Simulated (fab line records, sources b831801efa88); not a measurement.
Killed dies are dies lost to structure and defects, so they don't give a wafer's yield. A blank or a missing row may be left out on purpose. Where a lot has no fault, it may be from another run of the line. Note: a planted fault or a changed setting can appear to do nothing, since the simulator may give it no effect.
2 desks, one fault ; flow sfqLine ; what lay behind the numbers comes last; until then each desk has only its own

TOOL OWNER'S DESK, rieDiel-01
The tool's own readings at SFQ_TRILAYER_I6_VIA_BARC_OPEN_VIA_ETCH_235 (etches BARC in O2, target depth 125 nm, time 41.7 s): means of the sampled wafers that have a number, for each lot that ran on this tool. Marked OUT: a lot whose mean sits more than 4 standard deviations from the usual mean, which makes it out of limits; the brackets give that distance.
Columns: A = drypumpMotorCurrentA at SFQ_TRILAYER_I6_VIA_BARC_OPEN_VIA_ETCH_235, usual 5.6 A; B = oesProductAu at SFQ_TRILAYER_I6_VIA_BARC_OPEN_VIA_ETCH_235, usual 0.685 a.u.; C = rfFwdPowerW at SFQ_TRILAYER_I6_VIA_BARC_OPEN_VIA_ETCH_235, usual 495.0 W; D = runLengthS at SFQ_TRILAYER_I6_VIA_BARC_OPEN_VIA_ETCH_235, usual 70.1 s
lot;first seen here;A;B;C;D
L238;day 66 03:08;5.4;0.686;495.8;70.1
L251;day 74 04:34;5.2;0.659 (-5.5) OUT;496.7;75.2 (+9.5) OUT
This desk's finding: out of limits on L251; first on L251, day 74 04:34 (oesProductAu at SFQ_TRILAYER_I6_VIA_BARC_OPEN_VIA_ETCH_235). L238 stayed within limits.

THE METROLOGY DESK
Lot by lot, what the gauges showed, no matter which tool ran the lot: averages of those sampled wafers that carry a number. Marked OUT: a lot whose mean sits more than 4 standard deviations from the usual mean, which makes it out of limits; the brackets give that distance.
Columns: A = I6_BOW at SFQ_I6_BOW_MEAS_941, usual 5 um; B = I6_OVL at SFQ_I6_OVL_MEAS_942, usual 3 nm
lot;first seen here;A;B
L238;day 61 04:50;11;-1
L241;day 67 06:05;-4;4
L251;day 70 05:56;-3;8
L252;day 72 10:54;13;4
L254;day 74 16:49;-4;5
This desk's verdict: no lot among the 5 shows anything out of limits.

ALL TOGETHER
The tool owner's desk had the chance to raise an alarm at day 74 04:34 on L251.
Nothing out of limits was seen by the metrology desk.
The metrology desk has L251 on record, within its limits.
The lots listed all ran SFQ_TRILAYER_I6_VIA_BARC_OPEN_VIA_ETCH_235 on rieDiel-01.

WHAT THE SIMULATOR PUT IN
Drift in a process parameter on rieDiel-01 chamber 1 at SFQ_TRILAYER_I6_VIA_BARC_OPEN_VIA_ETCH_235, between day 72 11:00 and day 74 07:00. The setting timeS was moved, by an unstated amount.
Shown lots that were struck: L251.
How many hours passed from the start of the fault until each desk's first out-of-limits reading: the tool owner's desk, 42.
